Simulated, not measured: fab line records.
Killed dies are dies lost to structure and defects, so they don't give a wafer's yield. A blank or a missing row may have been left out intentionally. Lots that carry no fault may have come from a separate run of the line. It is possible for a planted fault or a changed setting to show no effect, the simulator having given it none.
A struck lot beside a sound one + flow sky130 + 14 out of 708 route steps
Sound: the wafers L706.4, L706.5, L706.6. Struck: wafer L719.4 (L719.1, L719.3, from the same lot, were not struck and are left out); the cause is given at the end.
At each step with rows: each side's tool, then ch and its chambers, then its first start. Under that, the readings that differ: sound wafers + struck wafers + difference of the means + sigmas: that difference in standard deviations of wafers without a fault.
alike: readings with means less than 2 such deviations apart, plus words and numbers identical on both sides. not compared: withheld readings, readings lacking a value on some wafer, bounds such as >300 that could conceal the same value, and numbers that have no deviation in the record and whose values overlap.
The two part at a step that has a row with sigmas, a row that says differs or no value, or rows on one side only. When numbers do not overlap yet have no deviation, they are printed without sigmas and do not part them. A reading that every wafer of one side lacks parts them only if that side has two wafers or more.

SKY_VIA3_CD_MEAS_12: the cd target is 200 nm.
  sound on cd_sem-02, day 42 00:53; struck on cd_sem-02, day 45 08:18
  alike: cd_nm
SKY_VIA3_OVL_MEAS_13:
  sound on overlay-01, day 42 00:58; struck on overlay-01, day 45 08:25
  alike: VIA3_OVL
then, 1 step without rows for these wafers: SKY_VIA3_ETCH_14 (etches BARC in N2/H2, stops on SiO2, time 45.9 s, target depth 60 nm).
SKY_VIA3_ETCH_15: etches SiO2 in C4F8/O2/Ar, stops on TiN, target depth 507 nm, time 78 s.
  sound on rie_diel-02 ch 1,2, day 42 01:02; struck on rie_diel-02 ch 0, day 45 08:30
  alike: oes_product_au, rf_fwd_power_W
  not compared: rf_hours_counter_h
SKY_VIA3_STRIP_16: strips in O2/N2.
  sound on plasma_asher-04 ch 0,1, day 42 01:07; struck on plasma_asher-03 ch 0, day 45 08:34
| reading                     | sound          | struck | difference | sigmas |
|-----------------------------|----------------|--------|------------|--------|
| drypump_motor_current_A (A) | 5.67 5.30 5.66 | 5.98   | +0.44      | +2     |
  alike: n2_flow_sccm, oes_product_au, strip_time_to_endpoint_s
  not compared: rf_hours_counter_h
then, 3 steps without rows for these wafers: SKY_VIA3_STRIP_17 (strips in post etch residue remover, time 1200 s); SKY_VIA3_CLEAN_18 (cleans in IPA, time 180 s); SKY_VIA3_CLEAN_19 (cleans in O3/DIW).
SKY_VIA3_SPUTTER_20: material TiN, target thk 20 nm, time 80 s.
  sound on pvd_sputter-01, day 42 01:41; struck on pvd_sputter-03, day 45 09:09
  alike: throttle_valve_pct
SKY_VIA3_CVD_21: deposits W, target thk 390 nm, time 117.31 s.
  sound on cvd_w-01 ch 0,1, day 42 01:47; struck on cvd_w-02 ch 0, day 45 09:13
| reading            | sound       | struck | difference | sigmas |
|--------------------|-------------|--------|------------|--------|
| heater_power_w (W) | 865 820 833 | 751    | -88        | -2     |
SKY_VIA3_RS_MEAS_22: measures by four-point-probe.
  sound on film_metro-01, day 42 01:56; struck on film_metro-02, day 45 09:20
  alike: VIA3_W_RS
SKY_VIA3_THK_MEAS_23: measures by xrf.
  sound on film_metro-01, day 42 02:01; struck on film_metro-02, day 45 09:28
  alike: VIA3_W_THK
SKY_VIA3_CMP_24: polishes, stops on SiO2, t overpolish 20 s, target thk 0 nm.
  sound on cmp-01 ch 1,2,3, day 42 02:12; struck on cmp-01 ch 2, day 45 09:31
| reading                | sound                | struck | difference | sigmas      |
|------------------------|----------------------|--------|------------|-------------|
| overpolish_run_s (s)   | 20.011 20.007 20.000 | 0.041  | -19.965    | -99 or more |
| time_to_endpoint_s (s) | 87 90 84             | 148    | +61        | +17         |
  alike: motor_current_A, slurry_filter_dp_kPa, slurry_flow_ml_min
SKY_METAL4_SPUTTER_00: material Ti, target thk 15 nm, time 10 s.
  rows exist in the record for the sound wafers here (pvd_sputter-01, day 42 02:21), none for the struck ones

WHERE THEY PART
Earliest at SKY_VIA3_STRIP_16; latest, in this record, at SKY_METAL4_SPUTTER_00.

WHY: whatever the simulator had introduced
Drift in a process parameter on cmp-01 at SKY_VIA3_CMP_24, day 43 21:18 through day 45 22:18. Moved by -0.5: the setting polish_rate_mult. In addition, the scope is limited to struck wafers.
